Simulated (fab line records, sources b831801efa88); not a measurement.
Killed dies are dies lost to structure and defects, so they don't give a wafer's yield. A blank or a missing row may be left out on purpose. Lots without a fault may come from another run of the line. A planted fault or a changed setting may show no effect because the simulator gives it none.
Which tool did it? | flow sky130 | 7 lots, 21 wafers sampled, at 2 steps of a route of 708

WHAT THE GAUGES READ, wafer by wafer
SKY_METAL2_RS_MEAS_05: measures by four-point-probe.
lot  | measured     | on            | METAL2_ALCU_RS (ohm/sq)
L677 | day 35 09:04 | film_metro-02 | 0.1253 0.1261 0.1263
L679 | day 35 18:08 | film_metro-04 | 0.1278 0.1278 0.1294
L682 | day 36 01:30 | film_metro-04 | 0.1272 0.1285 0.1277
L684 | day 36 22:46 | film_metro-02 | 0.1254 0.1274 0.1256
L686 | day 37 04:40 | film_metro-02 | 0.1282 0.1271 0.1271
L691 | day 38 22:27 | film_metro-02 | 0.0651 0.0647 0.1271 0.0653 0.0648 0.1272
L693 | day 39 07:37 | film_metro-04 | 0.1253 0.1267 0.0646 0.1251 0.1269 0.0647

WHICH TOOL RAN EACH LOT (tool, then ch and the chambers of the sampled wafers, then the start)
lot  | SKY_METAL2_SPUTTER_02
L677 | pvd_sputter-02, day 35 08:58
L679 | pvd_sputter-02, day 35 18:01
L682 | pvd_sputter-04, day 36 01:22
L684 | pvd_sputter-02, day 36 22:40
L686 | pvd_sputter-02, day 37 04:34
L691 | pvd_sputter-02, day 38 22:19
L693 | pvd_sputter-02, day 39 07:31
- SKY_METAL2_SPUTTER_02: material AlCu, target thk 250 nm, time 13.3 s.

THE ANSWER, worked out from the rows above alone
Rule: what is usual is taken from the lots themselves. Put in order of their means at a reading, lots are off if they are a third of the lots or fewer, leave a main group of 4 or more, and stand apart from it by a gap of 3 or more times the standard deviation of the main group's means; of several such gaps the widest counts. A main group whose means are all the same, to the digits that the tables above print for the reading, isn't used. A lot without any number at a reading at which 4 lots or more have one is off too. The other lots that the step has rows for count as sound.
Off: L691, L693, at SKY_METAL2_RS_MEAS_05 (METAL2_ALCU_RS). The main group: mean 0.1271 ohm/sq, standard deviation 0.00095.
A tool fits if, at a process step before that reading, it ran every lot that is off, and no sound lot after the first of them. The gauges at SKY_METAL2_RS_MEAS_05 are tried like those tools. One fits: pvd_sputter-02 at SKY_METAL2_SPUTTER_02. Its last sound lot is L686 (day 37 04:34), its first lot that is off L691 (day 38 22:19): a fault that began between those two fits.

WHAT THE SIMULATOR HAD PUT IN
Process parameter drift: pvd_sputter-02, from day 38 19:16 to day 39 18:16, at SKY_METAL2_SPUTTER_02. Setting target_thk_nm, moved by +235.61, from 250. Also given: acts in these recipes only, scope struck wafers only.
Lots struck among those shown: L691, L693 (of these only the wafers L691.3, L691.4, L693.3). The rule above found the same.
